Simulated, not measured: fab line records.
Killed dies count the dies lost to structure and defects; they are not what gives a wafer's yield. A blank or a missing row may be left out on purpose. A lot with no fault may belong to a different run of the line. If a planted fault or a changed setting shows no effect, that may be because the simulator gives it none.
fab line records | flow sfqLine
record lots=5 wafers=27
route steps=325 shown M6@252 M7@282 M8@321
startH: the number of hours between the record's first day and the start of the first shown wafer of the lot | waitH: hours from the lot's prior step to this one | " same as the row above | L1.1+2: one row covering several wafers at once | - value missing, or start not given | * or withheld: withheld | < > ~ a bound
route shown NAME@n: NAME is a module with steps in the file, n the number in the route of the first one | usual: mean/standard deviation taken from wafers without a fault | same: alike in all rows | chamber/n: place in a boat | sites: per-site readings | _std_site: standard deviation across them | _edge_site: inner sites' mean taken away from outer sites' mean | radiusMm: how far each site lies from the wafer's centre | mask NAME#n: copy n | behind: tool/chamber where the wafer was last shaped | hold: reason for holding the lot/hours on hold/outcome of the hold | device: names the non-switching transistor (n, p or np) | end of line: the same wafers' tests at the end of the route | a step without rows: its recipe alone | killed: dies that structure and defects cost at the first sort, which is not the same as the wafer's yield | map: dies across one wafer; x = killed, . = not, _ = none there
set.NAME: the setting that was run; set.NAME@STEP: the one run at that earlier step | model.NAME: the simulator's own value behind a step, which no gauge read
lots run with intentionally changed settings; tables by step, rows by wafer
## steps
# step SFQ_TRILAYER_M6_DEP_SPUTTER_157
# recipe material=Nb basePressurePa=1.33e-06 chamberPressurePa=0.1333 substrateTempC=20 targetThkNm=200 powerW=2000 timeS=133.3
# columns lot.wafer tool chamber startH waitH set.timeS model.Nb_of_TRILAYER_M6_DEP_SPUTTER_157.thkNm
L076.1 pvdSputter-05 - 1590.28 0.0 133.3 199.8
L076.2 " - " " 133.3 201.9
L076.3 " - " " 133.3 202.5
L076.4 " - " " 133.3 203.2
L076.5 " - " " 133.3 200.6
L076.6 " - " " 133.3 199.1
L077.1 pvdSputter-03 - 1595.08 0.0 99.38 150
L077.2 " - " " 99.38 149.7
L077.3 " - " " 133.3 199
L077.4 " - " " 133.3 200.4
L077.5 " - " " 133.3 200.1
L077.6 " - " " 99.38 149.9
L079.1 pvdSputter-06 - 1615.48 0.0 133.3 205
L079.2 " - " " 92.81 141.1
L079.3 " - " " 133.3 202.4
L079.4 " - " " 133.3 202.9
L079.5 " - " " 92.81 141.9
L079.6 " - " " 92.81 142.4
L081.1 pvdSputter-05 - 1634.68 0.0 133.3 198.3
L081.2 " - " " 133.3 197.8
L081.3 " - " " 75.45 109.6
L081.4 " - " " 75.45 112.5
L081.5 " - " " 133.3 200.8
L081.6 " - " " 75.45 112.4
L084.1 pvdSputter-03 - 1655.25 0.0 133.3 203
L084.4 " - " " 133.3 204.9
L084.5 " - " " 133.3 202.7
# step SFQ_M6_RS_MEAS_938
# recipe thkMeasGauge=four-point-probe reads=Nb_of_TRILAYER_M6_DEP_SPUTTER_157
# usual M6_NB_RS=0.886/0.0088
# columns lot.wafer tool chamber startH waitH set.timeS@TRILAYER_M6_DEP_SPUTTER_157 M6_NB_RS[ohm/sq]
L076.1 filmMetro-03 - 1590.37 0.0 133.3 0.889
L076.2 " - " " 133.3 0.879
L076.3 " - " " 133.3 0.879
L076.4 " - " " 133.3 0.876
L076.5 " - " " 133.3 0.886
L076.6 " - " " 133.3 0.893
L077.1 filmMetro-01 - 1595.17 0.0 99.38 1.192
L077.2 " - " " 99.38 1.191
L077.3 " - " " 133.3 0.894
L077.4 " - " " 133.3 0.889
L077.5 " - " " 133.3 0.889
L077.6 " - " " 99.38 1.191
L079.1 filmMetro-02 - 1615.57 0.0 133.3 0.869
L079.2 " - " " 92.81 1.269
L079.3 " - " " 133.3 0.881
L079.4 " - " " 133.3 0.878
L079.5 " - " " 92.81 1.262
L079.6 " - " " 92.81 1.258
L081.1 filmMetro-01 - 1634.77 0.0 133.3 0.897
L081.2 " - " " 133.3 0.898
L081.3 " - " " 75.45 1.638
L081.4 " - " " 75.45 1.597
L081.5 " - " " 133.3 0.885
L081.6 " - " " 75.45 1.597
L084.1 filmMetro-01 - 1655.34 0.0 133.3 0.875
L084.4 " - " " 133.3 0.868
L084.5 " - " " 133.3 0.877
# step SFQ_TRILAYER_M6_LITHO_COAT_164
# recipe resist=BARC spinRpm=3000 resistThkNm=62
# step SFQ_TRILAYER_M6_BARC_OPEN_METAL_ETCH_206
# recipe maskMaterial=PR chemistry=O2 targetDepthNm=125 target=BARC icpW=600 biasW=80 pressureMtorr=10 timeS=42.91
# step SFQ_TRILAYER_M6_ETCH_METAL_ETCH_162
# recipe target=Nb stopOn=SiO2 maskMaterial=PR chemistry=Cl2/Ar targetDepthNm=240 icpW=600 biasW=80 pressureMtorr=10 timeS=120
# usual oesProductAu=0.896/0.0069
# columns lot.wafer tool chamber startH waitH set.timeS@TRILAYER_M6_DEP_SPUTTER_157 oesProductAu
L076.1 rieMetal-01 0 1592.90 0.0 133.3 0.893
L076.2 " 1 " " 133.3 0.900
L076.3 " 1 " " 133.3 0.893
L076.4 " 0 " " 133.3 0.911
L076.5 " 1 " " 133.3 0.894
L076.6 " 0 " " 133.3 0.889
L077.1 rieMetal-03 1 1597.70 0.0 99.38 0.756
L077.2 " 0 " " 99.38 0.763
L077.3 " 0 " " 133.3 0.883
L077.4 " 1 " " 133.3 0.907
L077.5 " 0 " " 133.3 0.894
L077.6 " 1 " " 99.38 0.764
L079.1 rieMetal-03 0 1618.10 0.0 133.3 0.904
L079.2 " 1 " " 92.81 0.737
L079.3 " 0 " " 133.3 0.896
L079.4 " 1 " " 133.3 0.903
L079.5 " 0 " " 92.81 0.749
L079.6 " 1 " " 92.81 0.744
L081.1 rieMetal-03 0 1641.69 0.0 133.3 0.890
L081.2 " 1 " " 133.3 0.886
L081.3 " 0 " " 75.45 0.660
L081.4 " 1 " " 75.45 0.670
L081.5 " 0 " " 133.3 0.896
L081.6 " 1 " " 75.45 0.673
L084.1 rieMetal-01 1 1754.06 0.1 133.3 0.906
L084.4 " 1 " " 133.3 0.904
L084.5 " 1 " " 133.3 0.900
# step SFQ_TRILAYER_M7_DEP_SPUTTER_175
# recipe material=Nb basePressurePa=1.33e-06 chamberPressurePa=0.1333 substrateTempC=20 targetThkNm=200 powerW=2000 timeS=133.3
# columns lot.wafer tool chamber startH waitH set.timeS model.Nb_of_TRILAYER_M7_DEP_SPUTTER_175.thkNm
L076.1 pvdSputter-06 - 1709.32 0.0 190.4 285.4
L076.2 " - " " 133.3 200
L076.3 " - " " 190.4 284.3
L076.4 " - " " 133.3 199.9
L076.5 " - " " 190.4 285.8
L076.6 " - " " 133.3 198.9
L077.1 pvdSputter-04 - 1712.92 0.0 133.3 197.9
L077.2 " - " " 58.46 83.91
L077.3 " - " " 58.46 85.71
L077.4 " - " " 133.3 198.2
L077.5 " - " " 58.46 82.78
L077.6 " - " " 133.3 197.5
L079.1 pvdSputter-04 - 1727.02 0.0 213.1 321.1
L079.2 " - " " 133.3 198.6
L079.3 " - " " 213.1 319.4
L079.4 " - " " 133.3 199.9
L079.5 " - " " 213.1 317.2
L079.6 " - " " 133.3 200.2
L081.1 pvdSputter-05 - 1734.89 0.0 182.1 272.1
L081.2 " - " " 133.3 198
L081.3 " - " " 182.1 272
L081.4 " - " " 133.3 199.8
L081.5 " - " " 182.1 272.5
L081.6 " - " " 133.3 197.7
L084.1 pvdSputter-06 - 1881.53 0.0 133.3 198.3
L084.4 " - " " 133.3 193.8
L084.5 " - " " 133.3 195.6
# step SFQ_M7_RS_MEAS_943
# recipe thkMeasGauge=four-point-probe reads=Nb_of_TRILAYER_M7_DEP_SPUTTER_175
# usual M7_NB_RS=0.889/0.0093
# columns lot.wafer tool chamber startH waitH set.timeS@TRILAYER_M7_DEP_SPUTTER_175 M7_NB_RS[ohm/sq]
L076.1 filmMetro-02 - 1709.41 0.0 190.4 0.622
L076.2 " - " " 133.3 0.892
L076.3 " - " " 190.4 0.625
L076.4 " - " " 133.3 0.891
L076.5 " - " " 190.4 0.622
L076.6 " - " " 133.3 0.897
L077.1 filmMetro-04 - 1713.01 0.0 133.3 0.897
L077.2 " - " " 58.46 2.151
L077.3 " - " " 58.46 2.099
L077.4 " - " " 133.3 0.894
L077.5 " - " " 58.46 2.181
L077.6 " - " " 133.3 0.900
L079.1 filmMetro-04 - 1727.11 0.0 213.1 0.551
L079.2 " - " " 133.3 0.893
L079.3 " - " " 213.1 0.553
L079.4 " - " " 133.3 0.887
L079.5 " - " " 213.1 0.556
L079.6 " - " " 133.3 0.888
L081.1 filmMetro-02 - 1734.98 0.0 182.1 0.654
L081.2 " - " " 133.3 0.900
L081.3 " - " " 182.1 0.656
L081.4 " - " " 133.3 0.892
L081.5 " - " " 182.1 0.653
L081.6 " - " " 133.3 0.902
L084.1 filmMetro-01 - 1881.62 0.0 133.3 0.896
L084.4 " - " " 133.3 0.917
L084.5 " - " " 133.3 0.912
# step SFQ_TRILAYER_M7_ETCH_METAL_ETCH_180
# recipe target=Nb stopOn=SiO2 maskMaterial=PR chemistry=Cl2/Ar targetDepthNm=240 icpW=600 biasW=80 pressureMtorr=10 timeS=120
# columns lot.wafer tool chamber startH waitH set.timeS model.KrF_of_TRILAYER_M7_LITHO_COAT_177.thkNm model.M7.featureDepthNm
L076.1+5 rieMetal-02 0,1 1824.32 0.0 79.94 - -
L076.2 " 1 " " 120 384.5 200
L076.3 " 1 " " 120 - -
L076.4 " 0 " " 120 379.7 199.9
L076.6 " 0 " " 79.94 425.1 161.7
L077.1 rieMetal-04 1 1826.72 0.0 120 380.3 197.9
L077.2+3+5 " 0,1,1 " " 120 - -
L077.4 " 0 " " 120 385.8 198.2
L077.6 " 0 " " 120 386.9 197.5
L079.1+5 rieMetal-04 0 1841.12 0.0 145 - -
L079.2 " 1 " " 120 377.1 198.6
L079.3 " 1 " " 120 - -
L079.4 " 0 " " 120 383.7 199.9
L079.6 " 1 " " 145 348 205.2
L081.1 rieMetal-02 1 1851.92 0.0 120 - -
L081.2 " 0 " " 93.3 413.9 186.6
L081.3+5 " 0,1 " " 93.3 - -
L081.4 " 1 " " 120 385.8 199.8
L081.6 " 0 " " 120 380.8 197.7
L084.1 rieMetal-01 1 1964.51 0.0 120 385.9 198.3
L084.4 " 0 " " 120 381.2 193.8
L084.5 " 1 " " 120 386.2 195.6
# step SFQ_TRILAYER_M8_DEP_EVAP_196
# recipe material=Au angularSpreadDeg=1 targetThkNm=180 timeS=900 powerW=2000
# columns lot.wafer tool chamber startH waitH set.timeS model.Au_of_TRILAYER_M8_DEP_EVAP_196.thkNm
L076.1 pvdSputter-02 - 1925.87 0.1 1384 279.6
L076.2 " - " " 900 183.2
L076.3 " - " " 1384 281.1
L076.4 " - " " 1384 279.9
L076.5 " - " " 900 184.6
L076.6 " - " " 900 183.7
L077.1 pvdSputter-01 - 1927.07 0.1 900 177.6
L077.2 " - " " 900 179.5
L077.3 " - " " 900 179
L077.4 " - " " 900 179.1
L077.5 " - " " 900 178.9
L077.6 " - " " 900 177.7
L079.1 pvdSputter-01 - 1929.47 0.1 487.6 94.81
L079.2 " - " " 487.6 95.7
L079.3 " - " " 900 178.8
L079.4 " - " " 900 179.7
L079.5 " - " " 487.6 95.24
L079.6 " - " " 900 178.3
L081.1 pvdSputter-01 - 2033.07 0.1 900 183.3
L081.2 " - " " 900 180.1
L081.3 " - " " 900 180.4
L081.4 " - " " 900 182.4
L081.5 " - " " 900 181
L081.6 " - " " 900 180.2
L084.1 pvdSputter-02 - 2061.87 0.1 900 181.9
L084.4 " - " " 900 182.8
L084.5 " - " " 900 184
# step SFQ_M8_RS_MEAS_949
# recipe thkMeasGauge=four-point-probe reads=Au_of_TRILAYER_M8_DEP_EVAP_196+Pt_of_TRILAYER_M8_DEP_EVAP_198+Ti_of_TRILAYER_M8_DEP_EVAP_197
# usual M8_AU_RS=0.1527/0.0014
# columns lot.wafer tool chamber startH waitH set.timeS@TRILAYER_M8_DEP_EVAP_196 M8_AU_RS[ohm/sq]
L076.1 filmMetro-01 - 1926.39 0.3 1384 0.0986
L076.2 " - " " 900 0.1512
L076.3 " - " " 1384 0.0978
L076.4 " - " " 1384 0.0984
L076.5 " - " " 900 0.1499
L076.6 " - " " 900 0.1504
L077.1 filmMetro-03 - 1927.59 0.3 900 0.1553
L077.2 " - " " 900 0.1539
L077.3 " - " " 900 0.1542
L077.4 " - " " 900 0.1543
L077.5 " - " " 900 0.1544
L077.6 " - " " 900 0.1556
L079.1 filmMetro-03 - 1929.99 0.3 487.6 0.2975
L079.2 " - " " 487.6 0.2941
L079.3 " - " " 900 0.1543
L079.4 " - " " 900 0.1539
L079.5 " - " " 487.6 0.2960
L079.6 " - " " 900 0.1550
L081.1 filmMetro-01 - 2033.59 0.3 900 0.1505
L081.2 " - " " 900 0.1532
L081.3 " - " " 900 0.1532
L081.4 " - " " 900 0.1516
L081.5 " - " " 900 0.1527
L081.6 " - " " 900 0.1532
L084.1 filmMetro-02 - 2062.39 0.3 900 0.1522
L084.4 " - " " 900 0.1514
L084.5 " - " " 900 0.1506
# step SFQ_M8_THK_MEAS_950
# recipe thkMeasGauge=xrf reads=Au_of_TRILAYER_M8_DEP_EVAP_196
# usual M8_AU_THK=181.2/2.1
# columns lot.wafer tool chamber startH waitH set.timeS@TRILAYER_M8_DEP_EVAP_196 M8_AU_THK[nm]
L076.1 filmMetro-01 - 1926.51 0.1 1384 280.4
L076.2 " - " " 900 184.5
L076.3 " - " " 1384 282.8
L076.4 " - " " 1384 280.7
L076.5 " - " " 900 185.1
L076.6 " - " " 900 185.1
L077.1 filmMetro-03 - 1927.71 0.1 900 177.3
L077.2 " - " " 900 179.8
L077.3 " - " " 900 178.9
L077.4 " - " " 900 179.4
L077.5 " - " " 900 179.0
L077.6 " - " " 900 176.3
L079.1 filmMetro-03 - 1930.11 0.1 487.6 94.4
L079.2 " - " " 487.6 95.5
L079.3 " - " " 900 177.9
L079.4 " - " " 900 179.3
L079.5 " - " " 487.6 95.3
L079.6 " - " " 900 179.1
L081.1 filmMetro-01 - 2033.71 0.1 900 185.0
L081.2 " - " " 900 181.0
L081.3 " - " " 900 181.0
L081.4 " - " " 900 183.6
L081.5 " - " " 900 181.1
L081.6 " - " " 900 180.5
L084.1 filmMetro-02 - 2062.51 0.1 900 182.1
L084.4 " - " " 900 182.6
L084.5 " - " " 900 182.8
## key
split step=SFQ_TRILAYER_M6_DEP_SPUTTER_157 setting=timeS stated=133.3 by=wafer
response step=SFQ_TRILAYER_M6_DEP_SPUTTER_157 reading=model.Nb_of_TRILAYER_M6_DEP_SPUTTER_157.thkNm change=+2.01 per=1% r=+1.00
response step=SFQ_M6_RS_MEAS_938 reading=M6_NB_RS change=-0.0146 per=1% r=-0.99
response step=SFQ_TRILAYER_M6_ETCH_METAL_ETCH_162 reading=oesProductAu change=+0.00518 per=1% r=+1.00
split step=SFQ_TRILAYER_M7_DEP_SPUTTER_175 setting=timeS stated=133.3 by=wafer
response step=SFQ_TRILAYER_M7_DEP_SPUTTER_175 reading=model.Nb_of_TRILAYER_M7_DEP_SPUTTER_175.thkNm change=+2.01 per=1% r=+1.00
response step=SFQ_M7_RS_MEAS_943 reading=M7_NB_RS shape=bent atLowest=2.143 atStated=0.897 atHighest=0.553
split step=SFQ_TRILAYER_M7_ETCH_METAL_ETCH_180 setting=timeS stated=120 by=wafer
response step=SFQ_TRILAYER_M7_ETCH_METAL_ETCH_180 reading=model.KrF_of_TRILAYER_M7_LITHO_COAT_177.thkNm change=-1.37 per=1% r=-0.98
response step=SFQ_TRILAYER_M7_ETCH_METAL_ETCH_180 reading=model.M7.featureDepthNm change=+0.818 per=1% r=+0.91
split step=SFQ_TRILAYER_M8_DEP_EVAP_196 setting=timeS stated=900 by=wafer
response step=SFQ_TRILAYER_M8_DEP_EVAP_196 reading=model.Au_of_TRILAYER_M8_DEP_EVAP_196.thkNm change=+1.81 per=1% r=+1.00
response step=SFQ_M8_RS_MEAS_949 reading=M8_AU_RS change=-0.00186 per=1% r=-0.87
response step=SFQ_M8_THK_MEAS_950 reading=M8_AU_THK change=+1.81 per=1% r=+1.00
